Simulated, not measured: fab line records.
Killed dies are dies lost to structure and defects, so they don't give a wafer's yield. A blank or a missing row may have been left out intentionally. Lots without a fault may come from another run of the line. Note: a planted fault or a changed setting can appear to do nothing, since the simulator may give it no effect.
The tool behind it: which one? | flow sky130 | 72 wafers from 24 lots sampled at 3 of the route's 708 steps

WHAT THE GAUGES READ, wafer by wafer
SKY_VIA2_THK_MEAS_01. Usual: VIA2_HDPCVD_THK typically reads 1182 nm, with standard deviation 11.
lot  | measured     | on           | VIA2_HDPCVD_THK (nm) | flag
L074 | day 33 03:39 | filmMetro-01 | 1175 1169 1180       | 
L075 | day 33 04:22 | filmMetro-04 | 1184 1195 1197       | 
L076 | day 33 06:08 | filmMetro-01 | 1203 1189 1181       | 
L077 | day 33 07:34 | filmMetro-04 | 1199 1188 1167       | 
L078 | day 33 19:05 | filmMetro-04 | 1183 1184 1195       | 
L080 | day 34 04:25 | filmMetro-01 | 1190 1184 1176       | 
L079 | day 34 06:52 | filmMetro-04 | 1179 1175 1178       | 
L081 | day 34 19:16 | filmMetro-04 | 1169 1176 1191       | 
L082 | day 35 04:08 | filmMetro-04 | 1175 1175 1192       | 
L084 | day 35 06:38 | filmMetro-04 | 1190 1201 1203       | 
L083 | day 35 08:34 | filmMetro-04 | 1191 1192 1187       | 
L085 | day 35 14:37 | filmMetro-03 | 1183 1178 1189       | 
L086 | day 35 23:42 | filmMetro-04 | 1198 1174 1185       | 
L087 | day 36 07:46 | filmMetro-03 | 1172 1187 1181       | 
L088 | day 36 09:27 | filmMetro-03 | 1167 1170 1171       | 
L089 | day 36 18:24 | filmMetro-03 | 1177 1174 1154       | 
L090 | day 37 05:38 | filmMetro-03 | 1186 1175 1174       | 
L091 | day 37 13:52 | filmMetro-03 | 1179 1167 1146       | 
L094 | day 44 19:44 | filmMetro-01 | 1172 1187 1186       | 
L092 | day 44 22:57 | filmMetro-01 | 1192 1197 1179       | 
L093 | day 45 00:25 | filmMetro-03 | 1182 1168 1191       | 
L095 | day 45 01:54 | filmMetro-03 | 1193 1181 1208       | 
L096 | day 45 02:53 | filmMetro-03 | 1171 1186 1193       | 
L097 | day 45 03:37 | filmMetro-04 | 1191 1168 1186       | 

EACH LOT AND THE TOOL THAT RAN IT (in order: tool; ch and the chambers of the sampled wafers; start)
lot  | SKY_VIA1_STRIP_16                   | SKY_METAL2_SPUTTER_03
L074 | plasmaAsher-03 ch 0,1, day 31 22:53 | pvdSputter-02, day 32 00:11
L075 | plasmaAsher-01 ch 0,1, day 31 23:34 | pvdSputter-02, day 32 00:51
L076 | plasmaAsher-01 ch 0,1, day 32 01:55 | pvdSputter-04, day 32 03:12
L077 | plasmaAsher-02 ch 0,1, day 32 02:34 | pvdSputter-02, day 32 03:51
L078 | plasmaAsher-03 ch 0,1, day 32 15:35 | pvdSputter-03, day 32 16:53
L080 | plasmaAsher-01 ch 0,1, day 32 23:47 | pvdSputter-02, day 33 01:07
L079 | plasmaAsher-03 ch 0,1, day 33 01:53 | pvdSputter-03, day 33 03:11
L081 | plasmaAsher-01 ch 0,1, day 33 13:59 | pvdSputter-03, day 33 15:19
L082 | plasmaAsher-01 ch 0,1, day 33 22:19 | pvdSputter-03, day 33 23:36
L084 | plasmaAsher-01 ch 0,1, day 34 01:49 | pvdSputter-03, day 34 03:06
L083 | plasmaAsher-03 ch 0,1, day 34 02:56 | pvdSputter-02, day 34 04:14
L085 | plasmaAsher-01 ch 0,1, day 34 08:10 | pvdSputter-02, day 34 09:27
L086 | plasmaAsher-02 ch 0,1, day 34 17:41 | pvdSputter-02, day 34 18:59
L087 | plasmaAsher-01 ch 0,1, day 35 01:59 | pvdSputter-02, day 35 03:19
L088 | plasmaAsher-01 ch 0,1, day 35 03:41 | pvdSputter-03, day 35 04:59
L089 | plasmaAsher-01 ch 0,1, day 35 13:47 | pvdSputter-02, day 35 15:05
L090 | plasmaAsher-02 ch 0,1, day 36 01:56 | pvdSputter-04, day 36 03:14
L091 | plasmaAsher-02 ch 0, day 36 08:32   | pvdSputter-02, day 36 10:16
L094 | plasmaAsher-03 ch 0,1, day 43 19:49 | pvdSputter-02, day 43 21:13
L092 | plasmaAsher-02 ch 1, day 43 23:47   | pvdSputter-02, day 44 01:05
L093 | plasmaAsher-01 ch 0,1, day 44 01:17 | pvdSputter-03, day 44 02:37
L095 | plasmaAsher-02 ch 0,1, day 44 02:26 | pvdSputter-03, day 44 03:45
L096 | plasmaAsher-02 ch 0,1, day 44 03:08 | pvdSputter-02, day 44 04:35
L097 | plasmaAsher-02 ch 0,1, day 44 03:47 | pvdSputter-03, day 44 05:05
- SKY_VIA1_STRIP_16: strips in O2/N2.
- SKY_METAL2_SPUTTER_03: material Ti, target thk 5 nm, time 3.3 s.

WHAT THE TOOLS THEMSELVES READ (means of the sampled wafers that have a number; where no wafer has one, the mark that the record gives instead)
SKY_VIA1_STRIP_16. Usual: drypumpMotorCurrentA 5.8 A, standard deviation 0.33; oesProductAu 0.416 a.u., standard deviation 0.0045; stripTimeToEndpointS 4.471 s, standard deviation 0.025.
lot  | tool           | drypumpMotorCurrentA (A) | oesProductAu (a.u.) | stripTimeToEndpointS (s) | flag
L074 | plasmaAsher-03 | 5.9                      | 0.418               | 4.484                    | 
L075 | plasmaAsher-01 | 5.8                      | 0.416               | 4.458                    | 
L076 | plasmaAsher-01 | 5.5                      | 0.419               | 4.457                    | 
L077 | plasmaAsher-02 | 6.0                      | 0.418               | 4.473                    | 
L078 | plasmaAsher-03 | 5.9                      | 0.416               | 4.490                    | 
L080 | plasmaAsher-01 | 5.7                      | 0.415               | 4.462                    | 
L079 | plasmaAsher-03 | 6.1                      | 0.412               | 4.462                    | 
L081 | plasmaAsher-01 | 5.5                      | 0.418               | 4.477                    | 
L082 | plasmaAsher-01 | 5.6                      | 0.415               | 4.479                    | 
L084 | plasmaAsher-01 | 5.6                      | 0.417               | 4.483                    | 
L083 | plasmaAsher-03 | 5.9                      | 0.417               | 4.494                    | 
L085 | plasmaAsher-01 | 5.8                      | 0.417               | 4.479                    | 
L086 | plasmaAsher-02 | 6.0                      | 0.420               | 4.481                    | 
L087 | plasmaAsher-01 | 5.5                      | 0.413               | 4.448                    | 
L088 | plasmaAsher-01 | 5.5                      | 0.415               | 4.467                    | 
L089 | plasmaAsher-01 | 5.8                      | 0.416               | 4.453                    | 
L090 | plasmaAsher-02 | 6.0                      | 0.418               | 4.488                    | 
L091 | plasmaAsher-02 | 6.0                      | 0.416               | 4.428                    | 
L094 | plasmaAsher-03 | 5.9                      | 0.417               | 4.450                    | 
L092 | plasmaAsher-02 | 6.0                      | 0.420               | 4.496                    | 
L093 | plasmaAsher-01 | 5.6                      | 0.419               | 4.490                    | 
L095 | plasmaAsher-02 | 6.0                      | 0.410               | 4.460                    | 
L096 | plasmaAsher-02 | 6.0                      | 0.418               | 4.473                    | 
L097 | plasmaAsher-02 | 6.0                      | 0.411               | 4.441                    | 

SKY_METAL2_SPUTTER_03. Usual: throttleValvePct at 29.4 %, with a standard deviation of 0.73.
lot  | tool          | throttleValvePct (%) | flag
L074 | pvdSputter-02 | 29.7                 | 
L075 | pvdSputter-02 | 29.9                 | 
L076 | pvdSputter-04 | 29.4                 | 
L077 | pvdSputter-02 | 29.4                 | 
L078 | pvdSputter-03 | 29.3                 | 
L080 | pvdSputter-02 | 29.6                 | 
L079 | pvdSputter-03 | 29.4                 | 
L081 | pvdSputter-03 | 28.5                 | 
L082 | pvdSputter-03 | 29.1                 | 
L084 | pvdSputter-03 | 29.1                 | 
L083 | pvdSputter-02 | 29.5                 | 
L085 | pvdSputter-02 | 29.8                 | 
L086 | pvdSputter-02 | 29.9                 | 
L087 | pvdSputter-02 | 29.7                 | 
L088 | pvdSputter-03 | 29.4                 | 
L089 | pvdSputter-02 | 29.9                 | 
L090 | pvdSputter-04 | 29.8                 | 
L091 | pvdSputter-02 | 29.3                 | 
L094 | pvdSputter-02 | 29.6                 | 
L092 | pvdSputter-02 | 29.3                 | 
L093 | pvdSputter-03 | 29.4                 | 
L095 | pvdSputter-03 | 29.1                 | 
L096 | pvdSputter-02 | 29.6                 | 
L097 | pvdSputter-03 | 28.5                 | 

THE ANSWER, worked out from the rows above alone
Rule: take the mean of a lot's wafers that have a number; if it is more than 3 standard deviations from the usual mean, the lot is off. A lot without any number at a reading at which 4 lots or more have one is off too. All remaining lots with rows at the step are treated as sound. The gauges are gone through in route order, then the tools' own readings, and for those a lot's mean is taken as printed above. The first step at which some lot is off is used, and at that step the reading that is off furthest; a lot without a number counts as furthest.
None of the lots is off at any reading shown; this tells nothing.

WHAT THE SIMULATOR HAD INSERTED
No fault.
